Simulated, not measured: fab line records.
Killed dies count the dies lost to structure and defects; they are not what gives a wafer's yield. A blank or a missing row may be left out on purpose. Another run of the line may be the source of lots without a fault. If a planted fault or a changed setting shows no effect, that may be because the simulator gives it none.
Problem report in the 8D (eight disciplines) form, filled by code | flow sky130 | the parts of the form that need people (team, actions taken, sign-off) are left out

## 1. PROBLEM STATEMENT
Mean of beam energy keV at SKY_POLY_GATE_IMPLANT_02: 26.962 across 6 wafers in 2 lots; on wafers with no fault it is 30.001 (standard deviation 0.0085). That is -99 or more standard deviations from the usual mean.
First seen on wafer L259.2, day 18 08:26, on implanter-02. At this step, 36 wafers from 12 lots have a number in the record. By rule, "out" or "out of limits" means more than 4 standard deviations away from the usual mean. The other wafers with a number count as sound.

## 2. WHAT IT IS AND WHAT IT IS NOT
question                    | is                     | is not
which readings at this step | beam energy keV        | -
which lots                  | L259, L261             | L249, L251, L252, L253, L263, L266, L268, L269, L270, L271
which wafers of those lots  | all that have a number | -
read on which tools         | implanter-02           | implanter-01, implanter-04
when                        | from day 18 08:26      | up to then (12 sound wafers); but 18 sound wafers of L263, L266, L268, L269, L270, L271 came after

## 3. WHAT RULES OUT EACH SUSPECT
Counting: a tool at any process step up to the reading remains a suspect when it ran all the lots that are out and ran no sound lot after the first of those.
- implanter-02 at SKY_POLY_GATE_IMPLANT_02: ruled out as a lasting fault. The sound lots L266, L269, L271 went through it after L259, its earliest lot that is out (day 18 08:26).
Left after counting: nothing in the record.

## 4. THE CAUSE (what the simulator had put in)
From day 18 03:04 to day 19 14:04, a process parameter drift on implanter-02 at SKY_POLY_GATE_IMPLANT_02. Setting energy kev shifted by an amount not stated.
Counting ruled it out, wrongly.

## 5. THE EFFECT CHAIN, in route order
Each row: a reading whose mean over the struck wafers that have a number lies more than 3 standard deviations from the usual. Only readings for which the record gives a usual standard deviation are gone through. hours: the time from each lot's start at the first step in this table that gives one to its start at this step, as a median over the lots. sigmas: the change in usual standard deviations.
hours | step                     | reading                  | usual   | on struck wafers | change | sigmas
0     | SKY_POLY_GATE_IMPLANT_02 | beam energy keV          | 30.001  | 26.962           | -3.039 | -99 or more
0     | SKY_RES_PROTECT_STRIP_07 | strip time to endpoint s | 23.29 s | 22.40            | -0.89  | -25
Process steps it contains:
- SKY_POLY_GATE_IMPLANT_02
- SKY_RES_PROTECT_STRIP_07: strips in O2/N2.
Later measuring or inspecting steps at which every struck wafer that the step has a row for has a number for every such reading, and none has moved that far: SKY_RES_PROTECT_TW_MEAS_08, SKY_POLY_GATE_OVL_MEAS_14.

## 6. HOW IT WOULD HAVE BEEN CAUGHT EARLIER
In this record no reading fell out of limits until day 18 08:26, 5 hours after the fault had begun at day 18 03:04.
